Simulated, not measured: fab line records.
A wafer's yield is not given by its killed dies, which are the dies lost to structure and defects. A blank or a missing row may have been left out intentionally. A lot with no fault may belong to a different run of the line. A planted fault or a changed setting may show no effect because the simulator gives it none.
Struck lot and sound lot, side by side || flow sky130 || 15 steps out of a route of 708
Sound: wafers L539.2, L539.3, L539.5. Wafers struck: L555.1, L555.5, L555.6. The cause is given at the end.
At each step with rows: each side's tool, then ch and its chambers, then its first start. Under that, the readings that differ: sound wafers || struck wafers || difference of the means || sigmas: that difference in standard deviations of wafers without a fault.
alike: readings with means less than 2 such deviations apart, plus words and numbers identical on both sides. not compared: withheld readings, readings lacking a value on some wafer, bounds such as >300 that could conceal the same value, and numbers that have no deviation in the record and whose values overlap.
The two part at a step that has a row with sigmas, a row that says differs or no value, or rows on one side only. Numbers that don't overlap but have no deviation are shown without sigmas and don't part them. A reading that every wafer of one side lacks parts them only if that side has two wafers or more.

SKY_FIELD_ISO_BOW_MEAS_00:
  struck on filmMetro-03, day 5 09:00; sound on filmMetro-02, day 2 01:01
  alike: INCOMING_BOW
then, 1 step without rows for these wafers: SKY_FIELD_ISO_OXIDATION_01 (stabilise 600 s, purge 300 s, target thk 12 nm).
SKY_FIELD_ISO_THK_MEAS_02:
  struck on filmMetro-02, day 5 10:38; sound on filmMetro-04, day 2 02:38
  alike: FIELD_ISO_OXIDATION_00_THK
then, 1 step without rows for these wafers: SKY_FIELD_ISO_CVD_03 (deposits Si3N4 from DCS/NH3, target thk 165 nm, time 2830 s).
SKY_FIELD_ISO_THK_MEAS_04:
  struck on filmMetro-03, day 5 12:29; sound on filmMetro-03, day 2 04:29
{"reading": "FIELD_ISO_CVD_03_THK (nm)", "sound": "164.9 165.1 165.1", "struck": "161.2 161.7 161.0", "difference": -3.7, "sigmas": -2}
then, 7 steps without rows for these wafers: SKY_FIELD_ISO_DEHYDRATE_05 (time 60 s); SKY_FIELD_ISO_HMDS_06 (prime time 60 s); SKY_FIELD_ISO_COAT_07 (resist thk 60 nm); SKY_FIELD_ISO_COAT_08 (resist thk 450 nm); SKY_FIELD_ISO_SOFTBAKE_09 (time 90 s); SKY_FIELD_ISO_EXPOSE_10 (exposes mask FOM, target cd 150 nm); SKY_FIELD_ISO_PEB_11.
SKY_FIELD_ISO_DEVELOP_12: develop time 60 s.
  sound on lithoTrack-04 ch 0, day 2 19:00; struck on lithoTrack-03 ch 0, day 6 06:00
{"reading": "developerTempC (C)", "sound": "21.17 21.08 21.08", "struck": "20.16 20.09 20.10", "difference": -0.99, "sigmas": -10}
SKY_FIELD_ISO_CD_MEAS_13 targets a cd of 150 nm.
  struck on cdSem-01, day 6 06:28; sound on cdSem-01, day 2 19:56
  alike: cdNm
-- a jump in the record: the struck wafers' starts before and after are 44 days apart (it breaks off in module FIELD_ISO and resumes in module PAD_OPEN, where the first step shown is number 708 of the route) --
SKY_PAD_OPEN_PROBE_99:
  struck on prober-01, day 50 07:30; sound on prober-01, day 46 16:55
  alike: killed_at_M0_to_M3, killed_at_M4_up, killedAtContacts, killedAtFrontEnd, killedAtOther, killedDies, killedOpen, killedShort

== WHERE THEY PART ==
Earliest at SKY_FIELD_ISO_THK_MEAS_04; latest, in this record, at SKY_FIELD_ISO_DEVELOP_12. Later steps at which nothing parts them and some readings are alike: SKY_FIELD_ISO_CD_MEAS_13, SKY_PAD_OPEN_PROBE_99.

WHY: whatever the simulator had introduced
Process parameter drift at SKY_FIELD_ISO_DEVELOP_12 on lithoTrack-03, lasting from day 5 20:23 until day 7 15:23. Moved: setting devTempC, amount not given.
